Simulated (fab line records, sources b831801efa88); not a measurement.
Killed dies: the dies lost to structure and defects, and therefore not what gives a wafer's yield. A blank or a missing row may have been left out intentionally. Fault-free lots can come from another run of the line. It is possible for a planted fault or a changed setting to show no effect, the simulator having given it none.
Matching of chambers | flow sfq-line | SFQ_TRILAYER_A5B_CMP_CMP_130 on cmp-01: 4 sister chambers
The step polishes, stops on Nb, target thk 340.7 nm. 16 wafers are shown with their chamber, then 8 later ones without.

== WAFERS, EACH WITH ITS CHAMBER ==
wafer  | chamber | motor-current-A (A)
L420.1 | 2       | 9.6
L420.3 | 1       | 11.0
L420.6 | 2       | 9.8
L421.2 | 2       | 9.5
L421.3 | 3       | 9.9
L421.4 | 0       | 10.0
L422.2 | 2       | 10.0
L422.3 | 0       | 9.4
L422.5 | 1       | 10.6
L431.2 | 2       | 9.4
L431.3 | 3       | 10.1
L431.6 | 1       | 10.8
L435.3 | 0       | 9.9
L435.5 | 3       | 9.2
L435.6 | 0       | 9.7
L436.3 | 1       | 10.6

SIGNATURES, as means of the wafers listed above
reading         | chamber 0 | chamber 1 | chamber 2 | chamber 3 | scatter within a chamber
motor-current-A | 9.750     | 10.750    | 9.660     | 9.733     | 0.288
Rule: a wafer's distance from a chamber is the root of the sum, over the readings, of the square of ((its reading less the chamber's mean) divided by the reading's scatter). If the next closest chamber is less than 2 further off than the closest, the wafer can't be placed; otherwise it belongs to the closest. The scatter: the root of (the sum of the squares of (reading less its chamber's mean) over the shown wafers, divided by (wafers less chambers)).

== WAFERS MISSING THEIR CHAMBER ==
wafer  | motor-current-A (A)
L436.4 | 9.5
L436.5 | 9.8
L437.1 | 9.8
L437.3 | 11.2
L437.6 | 9.8
L439.1 | 9.7
L439.4 | 10.5
L439.5 | 9.8

== THE CHAMBER EACH PASSED THROUGH ==
wafer  | from the rows above          | in truth
L436.4 | can't be placed: 2 or 3 or 0 | 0
L436.5 | can't be placed: 0 or 3 or 2 | 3
L437.1 | can't be placed: 0 or 3 or 2 | 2
L437.3 | 1                            | 1
L437.6 | can't be placed: 0 or 3 or 2 | 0
L439.1 | can't be placed: 3 or 2 or 0 | 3
L439.4 | can't be placed: 1 or 0 or 3 | 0
L439.5 | can't be placed: 0 or 3 or 2 | 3
Placed correctly: 1 of 8. Cannot be placed on the basis of these rows: 7; the candidates contain the true chamber in 7. Wrongly placed: 0.
